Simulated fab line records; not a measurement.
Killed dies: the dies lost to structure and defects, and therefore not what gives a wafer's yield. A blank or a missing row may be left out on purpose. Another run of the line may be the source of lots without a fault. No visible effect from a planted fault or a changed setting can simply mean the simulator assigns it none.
fab line records + flow gf180mcu
record
- lots=13
- wafers=39
- last_day=34
route steps=602 shown NSD@239 PSD@255 CONTACT@302
lots with no fault: from the same line, run without faults
start_h: hours from the record's opening day to when the first of the lot's shown wafers began + wait_h: time in hours since the lot's previous step + " same as the row above + L1.1+2: one row covering several wafers at once + - value missing, or start not given + * or withheld: withheld + < > ~ a bound
route shown NAME@n: NAME is a module with steps in the file, n the number in the route of the first one + usual: mean/standard deviation of fault-free wafers + same: alike in all rows + chamber/n: place in a boat + sites: readings site by site + _std_site: how widely they spread, as a standard deviation + _edge_site: mean of outer sites minus mean of inner sites + radius_mm: for every site, how far away it sits from the centre of the wafer + mask NAME#n: copy n + behind: the tool/chamber that last shaped the wafer + hold: why the lot went on hold/how many hours it stayed there/how the hold came to an end + device: transistor that didn't switch, given as n, p or np + end of line: at the end of the route, the tests of the same wafers + for a step that has no rows: nothing shown but its recipe + killed: dies lost to structure and defects at the first sort, not the wafer's yield + map: a wafer's dies, x killed, . not, _ none there
set.NAME: the setting as run; set.NAME@STEP: as run at that earlier step + model.NAME: the simulator's own value behind a step, which no gauge read
one table for each step of the route and one row for each wafer, over a sample of lots
services: from which hour (start_h, from the record's first day; less than 0 if before it) a tool's chamber was out of use, for how many hours, and why
## steps
# step GF_NSD_EXPOSE_04
# recipe
- mask_id=Nplus
- target_cd_nm=400
- na=0.6
- source_shape=conventional
- sigma_outer=0.6
- dose_mj=140
# usual
- focus_offset_nm=0.1/0.5
- reticle_temp_C=22.98/0.1
| lot.wafer | tool             | chamber | start_h | wait_h | mask    | focus_offset_nm | reticle_temp_C |
|-----------|------------------|---------|---------|--------|---------|-----------------|----------------|
| L691.2    | iline_stepper-02 | 0       | 287.37  | -      | Nplus#0 | 0.0             | 23.06          |
| L691.5    | "                | 0       | "       | "      | Nplus#0 | -0.3            | 22.95          |
| L691.6    | "                | 0       | "       | "      | Nplus#0 | 0.6             | 22.97          |
| L692.1    | iline_stepper-02 | 0       | 295.19  | -      | Nplus#0 | 0.8             | 22.99          |
| L692.2    | "                | 0       | "       | "      | Nplus#0 | 0.3             | 23.03          |
| L692.4    | "                | 0       | "       | "      | Nplus#0 | 0.5             | 22.85          |
| L693.2    | iline_stepper-01 | 0       | 303.19  | -      | Nplus#0 | -1.0            | 23.01          |
| L693.3    | "                | 0       | "       | "      | Nplus#0 | -0.6            | 22.94          |
| L693.4    | "                | 0       | "       | "      | Nplus#0 | -1.1            | 22.96          |
| L694.2    | iline_stepper-02 | 0       | 310.69  | -      | Nplus#0 | 1.1             | 22.82          |
| L694.3    | "                | 0       | "       | "      | Nplus#0 | 0.1             | 22.96          |
| L694.6    | "                | 0       | "       | "      | Nplus#0 | 1.1             | 22.69          |
| L695.3    | iline_stepper-02 | 0       | 321.75  | -      | Nplus#0 | 0.0             | 23.01          |
| L695.4    | "                | 0       | "       | "      | Nplus#0 | -0.1            | 22.87          |
| L695.5    | "                | 0       | "       | "      | Nplus#0 | 0.0             | 23.02          |
| L696.1    | iline_stepper-01 | 0       | 326.37  | -      | Nplus#0 | -0.4            | 22.93          |
| L696.4    | "                | 0       | "       | "      | Nplus#0 | 0.1             | 23.01          |
| L696.5    | "                | 0       | "       | "      | Nplus#0 | 0.5             | 22.94          |
| L702.1    | iline_stepper-01 | 0       | 378.50  | -      | Nplus#0 | 0.2             | 22.78          |
| L702.3    | "                | 0       | "       | "      | Nplus#0 | -0.4            | 22.88          |
| L702.6    | "                | 0       | "       | "      | Nplus#0 | -0.3            | 23.02          |
| L703.2    | iline_stepper-01 | 0       | 381.32  | -      | Nplus#0 | 0.9             | 23.11          |
| L703.4    | "                | 0       | "       | "      | Nplus#0 | 1.0             | 22.94          |
| L703.6    | "                | 0       | "       | "      | Nplus#0 | -0.1            | 23.01          |
| L707.2    | iline_stepper-02 | 0       | 422.63  | -      | Nplus#0 | 0.6             | 23.03          |
| L707.3    | "                | 0       | "       | "      | Nplus#0 | 0.8             | 23.04          |
| L707.6    | "                | 0       | "       | "      | Nplus#0 | 0.4             | 22.96          |
| L708.1    | iline_stepper-02 | 0       | 440.20  | -      | Nplus#0 | 1.1             | 23.07          |
| L708.4    | "                | 0       | "       | "      | Nplus#0 | -0.3            | 23.20          |
| L708.5    | "                | 0       | "       | "      | Nplus#0 | 0.3             | 22.95          |
| L712.3    | iline_stepper-02 | 0       | 464.26  | -      | Nplus#0 | 0.4             | 23.08          |
| L712.5    | "                | 0       | "       | "      | Nplus#0 | 0.4             | 22.98          |
| L712.6    | "                | 0       | "       | "      | Nplus#0 | -0.2            | 23.04          |
| L713.2    | iline_stepper-02 | 0       | 477.91  | -      | Nplus#0 | 0.5             | 23.01          |
| L713.3    | "                | 0       | "       | "      | Nplus#0 | -0.4            | 22.94          |
| L713.6    | "                | 0       | "       | "      | Nplus#0 | 0.6             | 22.99          |
| L714.2    | iline_stepper-02 | 0       | 481.49  | -      | Nplus#0 | 1.2             | 23.13          |
| L714.3    | "                | 0       | "       | "      | Nplus#0 | 0.9             | 23.02          |
| L714.6    | "                | 0       | "       | "      | Nplus#0 | -0.4            | 23.13          |
# step GF_NSD_OVL_MEAS_08
# usual
- NSD_OVL=1.0/1.3
| lot.wafer | tool       | chamber | start_h | wait_h | NSD_OVL[nm] |
|-----------|------------|---------|---------|--------|-------------|
| L691.2    | overlay-02 | -       | 297.37  | 0.1    | 2.4         |
| L691.5    | "          | -       | "       | "      | 2.8         |
| L691.6    | "          | -       | "       | "      | 3.1         |
| L692.1    | overlay-02 | -       | 305.76  | 0.1    | -0.4        |
| L692.2    | "          | -       | "       | "      | 0.3         |
| L692.4    | "          | -       | "       | "      | -0.1        |
| L693.2    | overlay-02 | -       | 313.07  | 0.1    | 1.1         |
| L693.3    | "          | -       | "       | "      | 0.4         |
| L693.4    | "          | -       | "       | "      | 1.4         |
| L694.2    | overlay-02 | -       | 320.94  | 0.1    | 1.5         |
| L694.3    | "          | -       | "       | "      | 1.3         |
| L694.6    | "          | -       | "       | "      | 1.1         |
| L695.3    | overlay-02 | -       | 332.59  | 0.1    | 2.6         |
| L695.4    | "          | -       | "       | "      | 3.8         |
| L695.5    | "          | -       | "       | "      | 2.7         |
| L696.1    | overlay-02 | -       | 336.68  | 0.1    | 0.9         |
| L696.4    | "          | -       | "       | "      | -0.2        |
| L696.5    | "          | -       | "       | "      | 1.7         |
| L702.1    | overlay-02 | -       | 389.68  | 0.1    | 142.1       |
| L702.3    | "          | -       | "       | "      | 141.3       |
| L702.6    | "          | -       | "       | "      | 140.7       |
| L703.2    | overlay-02 | -       | 392.62  | 0.1    | 141.5       |
| L703.4    | "          | -       | "       | "      | 141.1       |
| L703.6    | "          | -       | "       | "      | 141.7       |
| L707.2    | overlay-01 | -       | 434.37  | 0.1    | 0.7         |
| L707.3    | "          | -       | "       | "      | 3.9         |
| L707.6    | "          | -       | "       | "      | 1.9         |
| L708.1    | overlay-01 | -       | 452.68  | 0.1    | 1.4         |
| L708.4    | "          | -       | "       | "      | 1.1         |
| L708.5    | "          | -       | "       | "      | -0.1        |
| L712.3    | overlay-02 | -       | 476.29  | 0.1    | -0.1        |
| L712.5    | "          | -       | "       | "      | 0.3         |
| L712.6    | "          | -       | "       | "      | -0.7        |
| L713.2    | overlay-02 | -       | 489.69  | 0.1    | 3.5         |
| L713.3    | "          | -       | "       | "      | 2.0         |
| L713.6    | "          | -       | "       | "      | 0.7         |
| L714.2    | overlay-02 | -       | 492.49  | 0.1    | 0.8         |
| L714.3    | "          | -       | "       | "      | 0.6         |
| L714.6    | "          | -       | "       | "      | 1.2         |
# step GF_PSD_CD_MEAS_07
# recipe
- target_cd_nm=400
# usual
- cd_nm=401.0/2.5
| lot.wafer | tool      | chamber | start_h | wait_h | cd_nm |
|-----------|-----------|---------|---------|--------|-------|
| L691.2    | cd_sem-01 | -       | 317.91  | 0.1    | 402.3 |
| L691.5    | "         | -       | "       | "      | 403.1 |
| L691.6    | "         | -       | "       | "      | 403.3 |
| L692.1    | cd_sem-01 | -       | 326.84  | 0.1    | 399.5 |
| L692.2    | "         | -       | "       | "      | 398.3 |
| L692.4    | "         | -       | "       | "      | 398.9 |
| L693.2    | cd_sem-02 | -       | 334.63  | 0.1    | 403.0 |
| L693.3    | "         | -       | "       | "      | 402.7 |
| L693.4    | "         | -       | "       | "      | 401.0 |
| L694.2    | cd_sem-01 | -       | 342.46  | 0.1    | 396.7 |
| L694.3    | "         | -       | "       | "      | 400.9 |
| L694.6    | "         | -       | "       | "      | 400.6 |
| L695.3    | cd_sem-02 | -       | 354.20  | 0.1    | 402.7 |
| L695.4    | "         | -       | "       | "      | 403.1 |
| L695.5    | "         | -       | "       | "      | 399.2 |
| L696.1    | cd_sem-02 | -       | 358.81  | 0.1    | 396.9 |
| L696.4    | "         | -       | "       | "      | 397.5 |
| L696.5    | "         | -       | "       | "      | 397.1 |
| L702.1    | cd_sem-02 | -       | 413.41  | 0.1    | 398.7 |
| L702.3    | "         | -       | "       | "      | 399.6 |
| L702.6    | "         | -       | "       | "      | 397.1 |
| L703.2    | cd_sem-01 | -       | 416.06  | 0.1    | 404.0 |
| L703.4    | "         | -       | "       | "      | 403.1 |
| L703.6    | "         | -       | "       | "      | 400.4 |
| L707.2    | cd_sem-01 | -       | 459.68  | 0.1    | 398.2 |
| L707.3    | "         | -       | "       | "      | 400.0 |
| L707.6    | "         | -       | "       | "      | 397.5 |
| L708.1    | cd_sem-01 | -       | 477.29  | 0.1    | 399.0 |
| L708.4    | "         | -       | "       | "      | 396.3 |
| L708.5    | "         | -       | "       | "      | 397.1 |
| L712.3    | cd_sem-02 | -       | 500.25  | 0.1    | 400.7 |
| L712.5    | "         | -       | "       | "      | 401.7 |
| L712.6    | "         | -       | "       | "      | 399.2 |
| L713.2    | cd_sem-01 | -       | 513.33  | 0.1    | 404.4 |
| L713.3    | "         | -       | "       | "      | 405.2 |
| L713.6    | "         | -       | "       | "      | 404.3 |
| L714.2    | cd_sem-01 | -       | 517.03  | 0.1    | 400.3 |
| L714.3    | "         | -       | "       | "      | 401.7 |
| L714.6    | "         | -       | "       | "      | 402.0 |
# step GF_PSD_RS_MEAS_15
# recipe
- thk_meas_gauge=four-point-probe
# usual
- PSD_RS=108.6/0.31
| lot.wafer | tool          | chamber | start_h | wait_h | PSD_RS[ohm/sq] |
|-----------|---------------|---------|---------|--------|----------------|
| L691.2    | film_metro-03 | -       | 318.63  | 0.1    | 108.1          |
| L691.5    | "             | -       | "       | "      | 108.4          |
| L691.6    | "             | -       | "       | "      | 108.4          |
| L692.1    | film_metro-04 | -       | 327.56  | 0.1    | 108.9          |
| L692.2    | "             | -       | "       | "      | 109.0          |
| L692.4    | "             | -       | "       | "      | 108.9          |
| L693.2    | film_metro-03 | -       | 335.36  | 0.1    | 108.8          |
| L693.3    | "             | -       | "       | "      | 108.9          |
| L693.4    | "             | -       | "       | "      | 109.0          |
| L694.2    | film_metro-04 | -       | 343.18  | 0.1    | 108.6          |
| L694.3    | "             | -       | "       | "      | 108.9          |
| L694.6    | "             | -       | "       | "      | 108.8          |
| L695.3    | film_metro-03 | -       | 354.93  | 0.1    | 107.8          |
| L695.4    | "             | -       | "       | "      | 107.4          |
| L695.5    | "             | -       | "       | "      | 107.9          |
| L696.1    | film_metro-03 | -       | 359.53  | 0.1    | 108.3          |
| L696.4    | "             | -       | "       | "      | 108.0          |
| L696.5    | "             | -       | "       | "      | 108.3          |
| L702.1    | film_metro-04 | -       | 414.13  | 0.1    | 108.7          |
| L702.3    | "             | -       | "       | "      | 108.7          |
| L702.6    | "             | -       | "       | "      | 109.0          |
| L703.2    | film_metro-02 | -       | 416.78  | 0.1    | 108.9          |
| L703.4    | "             | -       | "       | "      | 108.9          |
| L703.6    | "             | -       | "       | "      | 108.6          |
| L707.2    | film_metro-03 | -       | 460.40  | 0.1    | 108.6          |
| L707.3    | "             | -       | "       | "      | 108.2          |
| L707.6    | "             | -       | "       | "      | 108.4          |
| L708.1    | film_metro-04 | -       | 478.01  | 0.1    | 108.8          |
| L708.4    | "             | -       | "       | "      | 108.7          |
| L708.5    | "             | -       | "       | "      | 108.8          |
| L712.3    | film_metro-04 | -       | 500.97  | 0.1    | 108.8          |
| L712.5    | "             | -       | "       | "      | 108.9          |
| L712.6    | "             | -       | "       | "      | 108.4          |
| L713.2    | film_metro-03 | -       | 514.05  | 0.1    | 108.7          |
| L713.3    | "             | -       | "       | "      | 108.5          |
| L713.6    | "             | -       | "       | "      | 109.1          |
| L714.2    | film_metro-02 | -       | 517.75  | 0.1    | 108.1          |
| L714.3    | "             | -       | "       | "      | 108.2          |
| L714.6    | "             | -       | "       | "      | 108.3          |
# step GF_CONTACT_OVL_MEAS_15
# usual
- CONTACT_OVL=3/4.9
| lot.wafer | tool       | chamber | start_h | wait_h | CONTACT_OVL[nm] |
|-----------|------------|---------|---------|--------|-----------------|
| L691.2    | overlay-02 | -       | 362.59  | 0.1    | -4              |
| L691.5    | "          | -       | "       | "      | -3              |
| L691.6    | "          | -       | "       | "      | 2               |
| L692.1    | overlay-02 | -       | 373.21  | 0.1    | 9               |
| L692.2    | "          | -       | "       | "      | 6               |
| L692.4    | "          | -       | "       | "      | 4               |
| L693.2    | overlay-01 | -       | 381.69  | 0.1    | 8               |
| L693.3    | "          | -       | "       | "      | 8               |
| L693.4    | "          | -       | "       | "      | 5               |
| L694.2    | overlay-02 | -       | 389.02  | 0.1    | 0               |
| L694.3    | "          | -       | "       | "      | 6               |
| L694.6    | "          | -       | "       | "      | 9               |
| L695.3    | overlay-02 | -       | 401.62  | 0.1    | 5               |
| L695.4    | "          | -       | "       | "      | 3               |
| L695.5    | "          | -       | "       | "      | 9               |
| L696.1    | overlay-02 | -       | 406.88  | 0.1    | 6               |
| L696.4    | "          | -       | "       | "      | -2              |
| L696.5    | "          | -       | "       | "      | 0               |
| L702.1    | overlay-01 | -       | 463.98  | 0.1    | 5               |
| L702.3    | "          | -       | "       | "      | 3               |
| L702.6    | "          | -       | "       | "      | -3              |
| L703.2    | overlay-01 | -       | 467.39  | 0.1    | 10              |
| L703.4    | "          | -       | "       | "      | 12              |
| L703.6    | "          | -       | "       | "      | 5               |
| L707.2    | overlay-02 | -       | 511.12  | 0.1    | -2              |
| L707.3    | "          | -       | "       | "      | 1               |
| L707.6    | "          | -       | "       | "      | 0               |
| L708.1    | overlay-01 | -       | 527.03  | 0.1    | -2              |
| L708.4    | "          | -       | "       | "      | 3               |
| L708.5    | "          | -       | "       | "      | 3               |
| L712.3    | overlay-01 | -       | 548.29  | 0.1    | -2              |
| L712.5    | "          | -       | "       | "      | -2              |
| L712.6    | "          | -       | "       | "      | 5               |
| L713.2    | overlay-02 | -       | 562.93  | 0.1    | 6               |
| L713.3    | "          | -       | "       | "      | 8               |
| L713.6    | "          | -       | "       | "      | 7               |
| L714.2    | overlay-02 | -       | 565.27  | 0.1    | 9               |
| L714.3    | "          | -       | "       | "      | 4               |
| L714.6    | "          | -       | "       | "      | 4               |
## services
| tool             | chamber | start_h | hours | kind        |
|------------------|---------|---------|-------|-------------|
| iline_stepper-01 | -       | 267.33  | 28.9  | pm          |
| iline_stepper-01 | -       | 296.22  | 1.7   | pm          |
| iline_stepper-02 | -       | 377.78  | 1.7   | pm          |
| iline_stepper-01 | 0       | 379.26  | -     | calibration |
| iline_stepper-02 | -       | 392.44  | 2.2   | repair      |
| iline_stepper-02 | 0       | 473.42  | -     | calibration |
| iline_stepper-01 | -       | 478.45  | 11.1  | repair      |
## key
first_sign
- step=GF_NSD_OVL_MEAS_08
- reading=NSD_OVL
- direction=up
- sigmas=99+
- usual=1.0
- struck=141.4
effect none on later readings
met_at GF_NSD_EXPOSE_04
struck_lots L702,L703
tester_left_out L702,L703
not_acting_at GF_PSD_CD_MEAS_07,GF_PSD_RS_MEAS_15,GF_CONTACT_OVL_MEAS_15
onset_between 326.37 378.50
fault
- kind=scanner_matching_overlay
- tool=iline_stepper-01
- chamber=-
- onset_h=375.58
- steps=GF_NSD_EXPOSE_04
- offset=140.64
# tester_left_out: of these lots the tester's yield and bins aren't shown, on N5 and GAA mostly nor the transistor test; their killed dies are dies lost to structure and defects alone, not to doping, threshold or leakage, so they don't give the yield
